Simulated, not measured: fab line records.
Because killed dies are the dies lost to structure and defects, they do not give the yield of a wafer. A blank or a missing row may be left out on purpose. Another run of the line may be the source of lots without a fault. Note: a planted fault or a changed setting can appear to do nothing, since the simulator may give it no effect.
The tool behind it: which one? + flow sky130 + 6 lots, 18 wafers sampled, at 2 steps of a route of 708

WHAT EACH GAUGE READ, for each wafer
SKY_VT_ADJUST_HVTP_CD_MEAS_07: target cd 380 nm.
| lot  | measured     | on        | cd_nm (nm)        |
|------|--------------|-----------|-------------------|
| L531 | day 7 05:29  | cd_sem-02 | 379.7 377.4 379.1 |
| L533 | day 8 03:02  | cd_sem-02 | 374.4 373.8 371.7 |
| L535 | day 8 10:01  | cd_sem-02 | 374.1 374.6 376.0 |
| L538 | day 9 07:46  | cd_sem-02 | - - -             |
| L547 | day 12 02:10 | cd_sem-01 | 381.4 381.2 379.1 |
| L549 | day 12 11:32 | cd_sem-01 | 377.8 375.9 377.2 |

WHICH TOOL RAN EACH LOT (tool, then ch and the chambers of the sampled wafers, then the start)
| lot  | SKY_VT_ADJUST_HVTP_DEVELOP_06     |
|------|-----------------------------------|
| L531 | litho_track-04 ch 0, day 7 05:20  |
| L533 | litho_track-02 ch 0, day 8 02:53  |
| L535 | litho_track-02 ch 0, day 8 09:52  |
| L538 | litho_track-02 ch 0, day 9 07:37  |
| L547 | litho_track-04 ch 0, day 12 02:01 |
| L549 | litho_track-04 ch 0, day 12 11:23 |
- SKY_VT_ADJUST_HVTP_DEVELOP_06: develop time 60 s.

THE ANSWER, worked out from the rows above alone
Rule: what is usual is taken from the lots themselves. The widest of any qualifying gaps counts: lots, ordered by their means at a reading, are off when they make up no more than a third of the lots, leave a main group of 4 or more, and stand apart from it by 3 or more times the standard deviation of that group's means. A main group is skipped when, at the precision printed for the reading in the tables above, its means are all equal. Also off: a lot with no number at a reading for which 4 or more lots have one. Where the step has rows for the other lots, those lots are counted as sound.
Off, at SKY_VT_ADJUST_HVTP_CD_MEAS_07 on cd_nm: L538. Without a number there: L538. The main group has a mean of 376.9 nm with a standard deviation of 2.6.
If a tool, at a process step before that reading, ran all the lots that are off and no sound lot after the first of them, it fits. Gauges at SKY_VT_ADJUST_HVTP_CD_MEAS_07: tried the same way as those tools. Can't be told from this: 2 tools fit, litho_track-02 at SKY_VT_ADJUST_HVTP_DEVELOP_06, cd_sem-02 at SKY_VT_ADJUST_HVTP_CD_MEAS_07.

WHAT THE SIMULATOR PUT IN
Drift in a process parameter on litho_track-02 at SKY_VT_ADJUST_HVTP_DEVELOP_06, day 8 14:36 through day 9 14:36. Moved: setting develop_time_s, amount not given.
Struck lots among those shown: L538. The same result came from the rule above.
